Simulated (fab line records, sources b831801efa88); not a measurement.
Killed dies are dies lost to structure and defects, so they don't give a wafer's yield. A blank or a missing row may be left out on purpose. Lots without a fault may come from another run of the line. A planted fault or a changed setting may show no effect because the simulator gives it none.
fab line records | flow sfq_line
record lots=7 wafers=19 last_day=81
route steps=325 shown M5@208 A5B@209 R5@212 I5@228 C5@240 M8@325
lots that met no fault: from a run of the same line without faults
start_h: hours from the record's first day to the start of the lot's first wafer shown | wait_h: hours since the lot's step before | " the same as in the row above | L1.1+2: a row that stands for several wafers | - no value, or no start given | * or withheld: withheld | < > ~ a bound
route shown NAME@n: a module of which the file shows steps, and the number in the route of the first | usual: mean/standard deviation of fault-free wafers | same: alike in all rows | chamber/n: place in a boat | sites: the reading at each site | _std_site: their standard deviation | _edge_site: outer sites' mean less inner sites' | radius_mm: how far each site lies from the wafer's centre | mask NAME#n: copy n | behind: the tool/chamber that last shaped the wafer | hold: why the lot was held/for how many hours/how that ended | device: the transistor (n, p or np) that didn't switch | end of line: the same wafers' tests at the end of the route | a step without rows: its recipe alone | killed: dies lost to structure and defects at the first sort, not the wafer's yield | map: a wafer's dies, x killed, . not, _ none there
set.NAME: the setting as run; set.NAME@STEP: as run at that earlier step | model.NAME: the simulator's own value behind a step, which no gauge read
lots at some steps of the route; a table a step, a row a wafer
services: from which hour (start_h, from the record's first day; less than 0 if before it) a tool's chamber was out of use, for how many hours, and why
## steps
# step SFQ_TRILAYER_M5_STRIP_SOLV_CLEAN_128
# recipe chemistry=NMP temp_c=70 time_s=600
# step SFQ_TRILAYER_A5B_DEP_PECVD_129
# recipe material=SiO2 temp_c=150 time_s=133.33 pressure_torr=2.4 rf_w=183.3 precursor=SiH4/N2O target_thk_nm=600
# step SFQ_TRILAYER_A5B_CMP_CMP_130
# recipe stop_on=Nb down_force_psi=3 platen_rpm=60 target_thk_nm=340.7
# step SFQ_TRILAYER_A5B_METRO_MEASURE_131
# usual thk_nm=342/4.6
# columns lot.wafer tool chamber start_h wait_h thk_nm
L379.2 film_metro-04 - 1378.09 1.2 339
L379.3 " - " " 338
L379.6 " - " " 332
L380.4 film_metro-04 - 1382.25 2.6 341
L380.5 " - " " 344
L380.6 " - " " 336
L382.2 film_metro-02 - 1408.08 1.7 341
L382.4 " - " " 339
L382.6 " - " " 339
L383.2 film_metro-01 - 1464.40 2.7 345
L383.4 " - " " 343
L383.5 " - " " 337
L391.3 film_metro-04 - 1506.65 1.4 344
L391.5 " - " " 345
L392.1 film_metro-01 - 1513.45 1.0 340
L392.2 " - " " 345
L393.1 film_metro-01 - 1525.45 2.0 342
L393.3 " - " " 344
L393.4 " - " " 343
# step SFQ_TRILAYER_R5_DEP_SPUTTER_132
# recipe material=Ti base_pressure_pa=1.33e-06 target_thk_nm=5 power_w=2000 time_s=5 chamber_pressure_pa=0.4
# usual cathode_dc_power_W=2000.0/0.37 chamber_pressure_pa=0.4000/0.00076 throttle_valve_pct=29.8/0.84
# same time_s=5
# columns lot.wafer tool chamber start_h wait_h cathode_dc_power_W chamber_pressure_pa throttle_valve_pct
L379.2 pvd_sputter-04 - 1379.09 0.8 2000.2 0.3984 28.5
L379.3 " - " " 2000.2 0.4001 30.0
L379.6 " - " " 1999.4 0.4002 29.2
L380.4 pvd_sputter-06 - 1382.85 0.4 2000.2 0.3995 29.2
L380.5 " - " " 1999.4 0.3999 29.3
L380.6 " - " " 2000.2 0.3998 29.1
L382.2 pvd_sputter-04 - 1409.08 0.8 2000.2 0.3994 28.6
L382.4 " - " " 2000.4 0.4012 29.2
L382.6 " - " " 2000.0 0.3994 29.2
L383.2 pvd_sputter-03 - 1465.40 0.8 1999.8 0.3998 30.4
L383.4 " - " " 2000.4 0.4010 29.2
L383.5 " - " " 2000.3 0.4008 31.6
L391.3 pvd_sputter-06 - 1507.45 0.6 2000.4 0.3999 30.2
L391.5 " - " " 2000.0 0.3997 29.1
L392.1 pvd_sputter-03 - 1514.65 1.0 2000.0 0.3997 31.6
L392.2 " - " " 2000.2 0.3991 28.9
L393.1 pvd_sputter-06 - 1526.65 1.0 1999.7 0.3992 29.2
L393.3 " - " " 1999.8 0.4018 29.1
L393.4 " - " " 2000.1 0.4000 29.4
# step SFQ_TRILAYER_R5_DEP_SPUTTER_133
# recipe material=MoNx base_pressure_pa=1.33e-06 target_thk_nm=40 power_w=1000 time_s=66.7 chamber_pressure_pa=0.4
# step SFQ_TRILAYER_R5_DEP_SPUTTER_134
# recipe material=Ti base_pressure_pa=1.33e-06 target_thk_nm=5 power_w=2000 time_s=5 chamber_pressure_pa=0.4
# usual cathode_dc_power_W=1999.9/0.33 chamber_pressure_pa=0.3998/0.00079 throttle_valve_pct=29.7/0.85
# same time_s=5
# columns lot.wafer tool chamber start_h wait_h cathode_dc_power_W chamber_pressure_pa throttle_valve_pct
L379.2 pvd_sputter-04 - 1379.17 0.0 2000.0 0.3992 29.0
L379.3 " - " " 1999.8 0.3998 29.7
L379.6 " - " " 2000.0 0.3999 28.9
L380.4 pvd_sputter-06 - 1382.93 0.0 1999.5 0.4010 29.4
L380.5 " - " " 2000.2 0.4003 29.1
L380.6 " - " " 1999.9 0.4001 29.2
L382.2 pvd_sputter-04 - 1409.15 0.0 1999.6 0.3995 28.9
L382.4 " - " " 2000.2 0.3978 29.1
L382.6 " - " " 2000.3 0.3983 29.3
L383.2 pvd_sputter-03 - 1465.47 0.0 1999.9 0.3984 30.4
L383.4 " - " " 1999.6 0.3975 29.5
L383.5 " - " " 1999.7 0.3993 31.6
L391.3 pvd_sputter-06 - 1507.52 0.0 1999.8 0.4000 30.2
L391.5 " - " " 2000.2 0.3996 29.0
L392.1 pvd_sputter-03 - 1514.79 0.1 1999.9 0.4009 31.8
L392.2 " - " " 1999.9 0.4000 29.2
L393.1 pvd_sputter-06 - 1526.72 0.0 1999.7 0.3986 29.4
L393.3 " - " " 2000.3 0.3988 29.2
L393.4 " - " " 2000.3 0.3996 29.3
# step SFQ_R5_RS_MEAS_933
# recipe thk_meas_gauge=four-point-probe reads=Ti_of_TRILAYER_R5_DEP_SPUTTER_134+MoNx_of_TRILAYER_R5_DEP_SPUTTER_133+Ti_of_TRILAYER_R5_DEP_SPUTTER_132
# usual R5_MONX_RS=7.05/0.061
# columns lot.wafer tool chamber start_h wait_h R5_MONX_RS[ohm/sq]
L379.2 film_metro-02 - 1379.21 0.0 6.94
L379.3 " - " " 6.97
L379.6 " - " " 7.01
L380.4 film_metro-02 - 1383.00 0.1 7.18
L380.5 " - " " 7.11
L380.6 " - " " 7.14
L382.2 film_metro-01 - 1409.19 0.0 6.94
L382.4 " - " " 6.99
L382.6 " - " " 6.93
L383.2 film_metro-02 - 1465.51 0.0 7.01
L383.4 " - " " 6.99
L383.5 " - " " 7.00
L391.3 film_metro-02 - 1507.58 0.0 7.14
L391.5 " - " " 7.14
L392.1 film_metro-02 - 1514.83 0.0 7.14
L392.2 " - " " 7.04
L393.1 film_metro-02 - 1526.74 0.0 7.12
L393.3 " - " " 7.04
L393.4 " - " " 7.08
# step SFQ_R5_THK_MEAS_934
# recipe thk_meas_gauge=xrf reads=MoNx_of_TRILAYER_R5_DEP_SPUTTER_133
# usual R5_MONX_THK=39.4/0.42
# columns lot.wafer tool chamber start_h wait_h R5_MONX_THK[nm]
L379.2 film_metro-02 - 1379.32 0.1 40.1
L379.3 " - " " 39.9
L379.6 " - " " 39.6
L380.4 film_metro-02 - 1383.09 0.1 38.8
L380.5 " - " " 39.1
L380.6 " - " " 39.1
L382.2 film_metro-01 - 1409.30 0.1 40.2
L382.4 " - " " 40.4
L382.6 " - " " 40.5
L383.2 film_metro-02 - 1465.62 0.1 39.5
L383.4 " - " " 39.4
L383.5 " - " " 39.9
L391.3 film_metro-02 - 1507.68 0.1 38.8
L391.5 " - " " 38.7
L392.1 film_metro-02 - 1514.95 0.1 38.9
L392.2 " - " " 39.4
L393.1 film_metro-02 - 1526.86 0.1 39.2
L393.3 " - " " 40.0
L393.4 " - " " 39.6
# step SFQ_TRILAYER_R5_LITHO_COAT_141
# recipe resist=BARC spin_rpm=3000 resist_thk_nm=62
# step SFQ_TRILAYER_R5_LITHO_COAT_136
# recipe resist=KrF spin_rpm=3000 resist_thk_nm=600
# step SFQ_TRILAYER_R5_LITHO_SOFTBAKE_140
# recipe temp_c=withheld time_s=withheld resist=KrF
# step SFQ_TRILAYER_R5_LITHO_EXPOSE_137
# recipe mask_id=R5 na=0.6 source_shape=conventional sigma_outer=0.65 target_cd_nm=500 dose_mj=14.4
# usual focus_offset_nm=0.0/0.53
# columns lot.wafer tool chamber start_h wait_h mask focus_offset_nm
L379.2 krf_scanner-02 0 1381.07 - R5#0 0.8
L379.3 " 0 " " R5#0 0.8
L379.6 " 0 " " R5#0 0.2
L380.4 krf_scanner-02 0 1386.27 - R5#0 -0.1
L380.5 " 0 " " R5#0 0.2
L380.6 " 0 " " R5#0 0.0
L382.2 krf_scanner-02 0 1410.30 - R5#0 -0.4
L382.4 " 0 " " R5#0 -0.7
L382.6 " 0 " " R5#0 -0.5
L383.2 krf_scanner-02 0 1569.40 - R5#0 0.1
L383.4 " 0 " " R5#0 0.4
L383.5 " 0 " " R5#0 -0.4
L391.3 krf_scanner-01 0 1618.92 - R5#0 0.2
L391.5 " 0 " " R5#0 -0.1
L392.1 krf_scanner-01 0 1624.52 - R5#0 0.2
L392.2 " 0 " " R5#0 0.2
L393.1 krf_scanner-01 0 1637.72 - R5#0 0.0
L393.3 " 0 " " R5#0 1.1
L393.4 " 0 " " R5#0 0.8
# step SFQ_TRILAYER_R5_LITHO_PEB_139
# recipe peb_temp_c=115 peb_time_s=60 resist=KrF
# step SFQ_TRILAYER_R5_LITHO_DEVELOP_138
# recipe time_s=60 resist=KrF
# step SFQ_R5_OVL_MEAS_935
# usual R5_OVL=0/4.6
# columns lot.wafer tool chamber start_h wait_h R5_OVL[nm]
L379.2 overlay-01 - 1382.38 0.1 3
L379.3 " - " " 2
L379.6 " - " " 2
L380.4 overlay-01 - 1387.19 0.1 -5
L380.5 " - " " 5
L380.6 " - " " -2
L382.2 overlay-02 - 1411.61 0.1 -5
L382.4 " - " " -1
L382.6 " - " " 2
L383.2 overlay-01 - 1570.70 0.1 9
L383.4 " - " " 4
L383.5 " - " " 10
L391.3 overlay-02 - 1620.03 0.1 1
L391.5 " - " " -1
L392.1 overlay-02 - 1626.02 0.1 0
L392.2 " - " " 5
L393.1 overlay-01 - 1639.22 0.1 -6
L393.3 " - " " -4
L393.4 " - " " -8
# step SFQ_TRILAYER_R5_BARC_OPEN_METAL_ETCH_177
# recipe mask_material=PR chemistry=O2 target_depth_nm=125 target=BARC icp_w=600 bias_w=80 pressure_mtorr=10 time_s=41.7
# usual drypump_motor_current_A=5.6/0.41 oes_product_au=0.685/0.0049 rf_fwd_power_W=593.7/2.2
# same time_s=41.7
# columns lot.wafer tool chamber start_h wait_h drypump_motor_current_A oes_product_au rf_fwd_power_W rf_hours_counter_h model.R5.cd_nm
L379.2 rie_metal-03 0 1382.41 0.0 5.9 0.687 593.5 38 500.9
L379.3 " 1 " " 5.0 0.689 592.5 - 500.7
L379.6 " 1 " " 5.0 0.692 592.3 - 500.9
L380.4 rie_metal-03 1 1387.23 0.0 5.0 0.677 591.3 - 499.9
L380.5 " 0 " " 6.0 0.685 595.9 - 501.2
L380.6 " 1 " " 5.0 0.679 591.2 - 499.8
L382.2 rie_metal-03 1 1411.64 0.0 5.0 0.683 594.9 119 498.6
L382.4 " 0 " " 6.0 0.688 595.7 - 500.6
L382.6 " 1 " " 5.0 0.694 592.9 - 499.4
L383.2 rie_metal-03 0 1570.73 0.0 5.9 0.690 594.8 64 500.9
L383.4 " 1 " " 5.0 0.686 589.9 - 499.7
L383.5 " 1 " " 5.0 0.675 592.7 - 498.5
L391.3 rie_metal-01 1 1620.08 0.0 5.7 0.683 596.4 - 500.9
L391.5 " 1 " " 5.7 0.686 593.1 - 491
L392.1 rie_metal-01 1 1626.06 0.0 5.6 0.688 596.7 79 491.8
L392.2 " 0 " " 5.3 0.678 594.0 105 498.7
L393.1 rie_metal-04 1 1639.26 0.0 5.3 0.684 591.4 66 491.4
L393.3 " 1 " " 5.3 0.693 592.2 - 499
L393.4 " 0 " " 6.2 0.685 592.5 - 499.4
# step SFQ_TRILAYER_R5_ETCH_METAL_ETCH_139
# recipe stop_on=SiO2 mask_material=PR chemistry=Cl2 target_depth_nm=60 icp_w=600 bias_w=80 pressure_mtorr=10 time_s=40
# usual drypump_motor_current_A=5.6/0.41 oes_product_au=0.990/0.006 rf_fwd_power_W=593.6/2
# same time_s=40
# columns lot.wafer tool chamber start_h wait_h drypump_motor_current_A oes_product_au rf_fwd_power_W rf_hours_counter_h model.R5.cd_nm
L379.2 rie_metal-03 0 1382.47 0.0 6.0 0.986 592.5 38 500.7
L379.3 " 1 " " 5.0 0.985 593.0 - 501
L379.6 " 1 " " 5.0 0.985 591.3 - 500.9
L380.4 rie_metal-03 1 1387.29 0.0 5.0 0.985 590.0 - 499.8
L380.5 " 0 " " 5.9 0.997 593.0 - 500.7
L380.6 " 1 " " 5.0 0.982 589.9 - 499.7
L382.2 rie_metal-03 1 1411.70 0.0 5.0 0.988 596.4 119 498.3
L382.4 " 0 " " 6.0 0.988 592.2 - 500.2
L382.6 " 1 " " 5.0 0.976 594.0 - 499.2
L383.2 rie_metal-03 0 1570.79 0.0 6.0 0.993 595.6 64 500.7
L383.4 " 1 " " 5.0 0.990 592.1 - 500
L383.5 " 1 " " 5.0 0.989 593.8 - 498.7
L391.3 rie_metal-01 1 1620.14 0.0 5.7 0.989 593.5 - 500.9
L391.5 " 1 " " 5.7 0.985 590.9 - 491
L392.1 rie_metal-01 1 1626.12 0.0 5.7 0.991 594.6 79 491.7
L392.2 " 0 " " 5.3 0.993 593.4 105 498.9
L393.1 rie_metal-04 1 1639.32 0.0 5.3 0.990 595.2 66 491.1
L393.3 " 1 " " 5.3 0.987 593.3 - 498.9
L393.4 " 0 " " 6.2 0.986 595.5 - 499.2
# step SFQ_TRILAYER_R5_STRIP_STRIP_140
# recipe gas=O2 power_w=200 platen_temp_c=40 overash_fraction=0.65 chemistry=O2 pressure_mtorr=50
# step SFQ_TRILAYER_R5_STRIP_SOLV_CLEAN_141
# recipe chemistry=NMP temp_c=70 time_s=600
# step SFQ_TRILAYER_A5C_DEP_PECVD_142
# recipe material=SiO2 temp_c=150 time_s=15.556 pressure_torr=2.4 rf_w=183.3 precursor=SiH4/N2O target_thk_nm=70
# step SFQ_TRILAYER_I5_LITHO_COAT_149
# recipe resist=BARC spin_rpm=3000 resist_thk_nm=62
# step SFQ_TRILAYER_I5_LITHO_COAT_144
# recipe resist=KrF spin_rpm=3000 resist_thk_nm=650
# step SFQ_TRILAYER_I5_LITHO_SOFTBAKE_148
# recipe temp_c=withheld time_s=withheld resist=KrF
# step SFQ_TRILAYER_I5_LITHO_EXPOSE_145
# recipe mask_id=I5 na=0.6 source_shape=conventional sigma_outer=0.65 target_cd_nm=700 dose_mj=21.3
# step SFQ_TRILAYER_I5_LITHO_PEB_147
# recipe peb_temp_c=115 peb_time_s=60 resist=KrF
# step SFQ_TRILAYER_I5_LITHO_DEVELOP_146
# recipe time_s=60 resist=KrF
# step SFQ_I5_OVL_MEAS_936
# usual I5_OVL=1/5.7
# columns lot.wafer tool chamber start_h wait_h I5_OVL[nm]
L379.2 overlay-01 - 1388.38 0.1 5
L379.3 " - " " -2
L379.6 " - " " 1
L380.4 overlay-01 - 1391.99 0.1 8
L380.5 " - " " -1
L380.6 " - " " -1
L382.2 overlay-01 - 1415.64 0.1 -1
L382.4 " - " " -10
L382.6 " - " " -14
L383.2 overlay-02 - 1606.10 0.1 -5
L383.4 " - " " 1
L383.5 " - " " -3
L391.3 overlay-02 - 1640.72 0.1 0
L391.5 " - " " 2
L392.1 overlay-02 - 1650.15 0.1 5
L392.2 " - " " 6
L393.1 overlay-02 - 1664.55 0.1 4
L393.3 " - " " 0
L393.4 " - " " 6
# step SFQ_TRILAYER_I5_BARC_OPEN_VIA_ETCH_200
# recipe mask_material=PR chemistry=O2 target_depth_nm=125 target=BARC source_w=500 bias_w=80 pressure_mtorr=30 time_s=41.7
# step SFQ_TRILAYER_I5_ETCH_VIA_ETCH_147
# recipe stop_on=Nb mask_material=PR chemistry=CHF3 target_depth_nm=360 source_w=500 bias_w=80 pressure_mtorr=30 time_s=withheld
# step SFQ_TRILAYER_I5_STRIP_STRIP_148
# recipe gas=O2 power_w=200 platen_temp_c=40 overash_fraction=0.65 chemistry=O2 pressure_mtorr=50
# step SFQ_TRILAYER_I5_STRIP_SOLV_CLEAN_149
# recipe chemistry=NMP temp_c=70 time_s=600
# step SFQ_TRILAYER_C5_LITHO_COAT_156
# recipe resist=BARC spin_rpm=3000 resist_thk_nm=62
# step SFQ_TRILAYER_C5_LITHO_COAT_151
# recipe resist=KrF spin_rpm=3000 resist_thk_nm=650
# step SFQ_TRILAYER_C5_LITHO_SOFTBAKE_155
# recipe temp_c=withheld time_s=withheld resist=KrF
# step SFQ_TRILAYER_C5_LITHO_EXPOSE_152
# recipe mask_id=C5 na=0.6 source_shape=conventional sigma_outer=0.65 target_cd_nm=500 dose_mj=21.3
# step SFQ_TRILAYER_C5_LITHO_PEB_154
# recipe peb_temp_c=115 peb_time_s=60 resist=KrF
# step SFQ_TRILAYER_C5_LITHO_DEVELOP_153
# recipe time_s=60 resist=KrF
# step SFQ_C5_OVL_MEAS_937
# usual C5_OVL=-2/5.1
# columns lot.wafer tool chamber start_h wait_h C5_OVL[nm]
L379.2 overlay-01 - 1393.18 0.1 -6
L379.3 " - " " 0
L379.6 " - " " 1
L380.4 overlay-01 - 1395.59 0.1 -2
L380.5 " - " " -5
L380.6 " - " " 0
L382.2 overlay-01 - 1418.89 0.1 -10
L382.4 " - " " -1
L382.6 " - " " -2
L383.2 overlay-01 - 1624.20 0.1 8
L383.4 " - " " 11
L383.5 " - " " 8
L391.3 overlay-02 - 1668.16 0.1 -4
L391.5 " - " " 2
L392.1 overlay-02 - 1675.35 0.1 2
L392.2 " - " " 2
L393.1 overlay-01 - 1685.96 0.1 -2
L393.3 " - " " 1
L393.4 " - " " -5
# step SFQ_TRILAYER_C5_BARC_OPEN_VIA_ETCH_210
# recipe mask_material=PR chemistry=O2 target_depth_nm=125 target=BARC source_w=500 bias_w=80 pressure_mtorr=30 time_s=41.7
# usual drypump_motor_current_A=5.6/0.41 oes_product_au=0.686/0.004 rf_fwd_power_W=493.7/2
# same time_s=41.7
# columns lot.wafer tool chamber start_h wait_h drypump_motor_current_A oes_product_au rf_fwd_power_W rf_hours_counter_h
L379.2 rie_diel-04 1 1393.21 0.0 4.8 0.679 497.6 19
L379.3 " 0 " " 6.1 0.688 492.4 6
L379.6 " 0 " " 6.1 0.684 492.0 -
L380.4 rie_diel-01 3 1395.61 0.0 5.2 0.686 495.3 14
L380.5 " 3 " " 5.2 0.680 495.0 -
L380.6 " 0 " " 5.8 0.687 492.5 -
L382.2 rie_diel-01 0 1418.92 0.0 5.8 0.687 489.1 4
L382.4 " 2 " " 5.6 0.678 492.3 9
L382.6 " 2 " " 5.7 0.693 492.8 -
L383.2 rie_diel-01 2 1624.23 0.0 5.6 0.678 493.1 12
L383.4 " 0 " " 5.9 0.685 490.9 7
L383.5 " 0 " " 5.8 0.679 491.2 -
L391.3 rie_diel-03 0 1668.18 0.0 6.3 0.683 491.7 12
L391.5 " 2 " " 5.4 0.684 492.9 -
L392.1 rie_diel-03 0 1675.38 0.0 6.3 0.686 491.6 12
L392.2 " 1 " " 5.6 0.687 494.6 14
L393.1 rie_diel-01 3 1685.99 0.0 5.1 0.679 493.2 18
L393.3 " 0 " " 5.9 0.685 489.6 8
L393.4 " 1 " " 5.8 0.681 497.6 6
# step SFQ_TRILAYER_C5_ETCH_VIA_ETCH_154
# recipe target=SiO2 mask_material=PR chemistry=CHF3 target_depth_nm=84 source_w=500 bias_w=80 pressure_mtorr=30 time_s=withheld stop_on=Nb
# step SFQ_TRILAYER_C5_STRIP_STRIP_155
# recipe gas=O2 power_w=200 platen_temp_c=40 overash_fraction=0.65 chemistry=O2 pressure_mtorr=50
# usual drypump_motor_current_A=5.9/0.53 oes_product_au=0.994/0.0071
# columns lot.wafer tool chamber start_h wait_h drypump_motor_current_A oes_product_au rf_hours_counter_h
L379.2 rie_metal-03 1 1393.29 - 5.0 0.992 117
L379.3 " 1 " " 5.0 0.990 -
L379.6 " 0 " " 6.0 1.007 -
L380.4 rie_metal-02 1 1396.29 - 5.9 0.988 -
L380.5 " 1 " " 6.0 0.989 -
L380.6 " 1 " " 6.0 0.984 -
L382.2 rie_metal-02 1 1419.01 - 5.9 0.988 35
L382.4 " 0 " " 6.6 0.995 -
L382.6 " 0 " " 6.6 0.982 -
L383.2 rie_metal-02 1 1624.32 - 5.9 0.996 62
L383.4 " 0 " " 6.6 0.993 -
L383.5 " 1 " " 5.9 1.000 -
L391.3 rie_metal-02 1 1668.47 - 5.9 1.004 -
L391.5 " 0 " " 6.6 0.992 -
L392.1 rie_metal-03 0 1675.47 - 5.9 0.988 83
L392.2 " 1 " " 5.0 1.002 19
L393.1 rie_metal-03 0 1686.08 - 5.9 1.013 84
L393.3 " 1 " " 5.0 0.998 -
L393.4 " 0 " " 6.0 0.995 -
# step SFQ_M8_BOW_MEAS_951
# recipe mode=bow
# usual M8_BOW=6/11
# columns lot.wafer tool chamber start_h wait_h M8_BOW[um] model.etest.r5.ohm_um
L379.2 film_metro-01 - 1706.29 0.0 10 13.88
L379.3 " - " " 4 13.94
L379.6 " - " " -4 14.04
L380.4 film_metro-01 - 1709.93 0.1 -3 14.33
L380.5 " - " " 0 14.18
L380.6 " - " " 2 14.29
L382.2 film_metro-04 - 1715.89 0.0 -4 13.93
L382.4 " - " " -7 13.98
L382.6 " - " " 12 13.91
L383.2 film_metro-01 - 1740.48 0.0 9 13.99
L383.4 " - " " 18 14.04
L383.5 " - " " 22 14.04
L391.3 film_metro-03 - 1912.72 0.0 -6 14.26
L391.5 " - " " 7 14.58
L392.1 film_metro-03 - 1915.24 0.0 24 14.55
L392.2 " - " " 10 14.15
L393.1 film_metro-01 - 1933.08 0.0 -14 14.46
L393.3 " - " " -13 14.07
L393.4 " - " " -12 14.16
## services
# columns tool chamber start_h hours kind
pvd_sputter-03 - 1372.59 2.6 repair
rie_metal-02 0 1378.67 22.1 repair
rie_diel-01 - 1404.55 4.3 pm
pvd_sputter-04 - 1428.72 2.2 repair
krf_scanner-02 - 1431.15 1.3 pm
pvd_sputter-06 - 1431.34 4.4 repair
krf_scanner-02 - 1455.35 0.8 pm
rie_diel-01 - 1465.71 0.2 repair
pvd_sputter-03 - 1474.18 1.0 repair
krf_scanner-02 - 1489.95 3.6 pm
rie_metal-02 1 1505.48 28.5 repair
pvd_sputter-04 - 1512.76 4.8 repair
krf_scanner-02 - 1514.41 1.0 pm
pvd_sputter-04 - 1576.43 3.3 repair
rie_metal-02 - 1581.38 0.1 repair
krf_scanner-02 - 1583.60 21.0 pm
rie_diel-01 1 1598.37 5.5 repair
krf_scanner-02 - 1607.00 1.3 pm
rie_diel-01 2 1650.10 6.1 repair
krf_scanner-02 - 1668.07 0.2 repair
pvd_sputter-06 - 1674.63 3.9 repair
rie_diel-01 3 1679.86 4.3 repair
krf_scanner-02 - 1683.45 1.0 pm
rie_metal-02 1 1685.65 4.7 repair
## key
first_sign none at tools or gauges
model_effect step=SFQ_TRILAYER_R5_BARC_OPEN_METAL_ETCH_177 value=R5.cd_nm without=500.2 struck=491.4
model_effect step=SFQ_TRILAYER_R5_ETCH_METAL_ETCH_139 value=R5.cd_nm without=500.1 struck=491.3
model_effect step=SFQ_M8_BOW_MEAS_951 value=etest.r5.ohm_um without=14.27 struck=14.53
met_at SFQ_TRILAYER_R5_LITHO_EXPOSE_137
struck_wafers L391.5,L392.1,L393.1
fault kind=process_parameter_drift tool=krf_scanner-01 chamber=- onset_h=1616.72 steps=SFQ_TRILAYER_R5_LITHO_EXPOSE_137 channel=focus_nm offset=253.48 shape=step end_h=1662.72 scope=struck_wafers_only
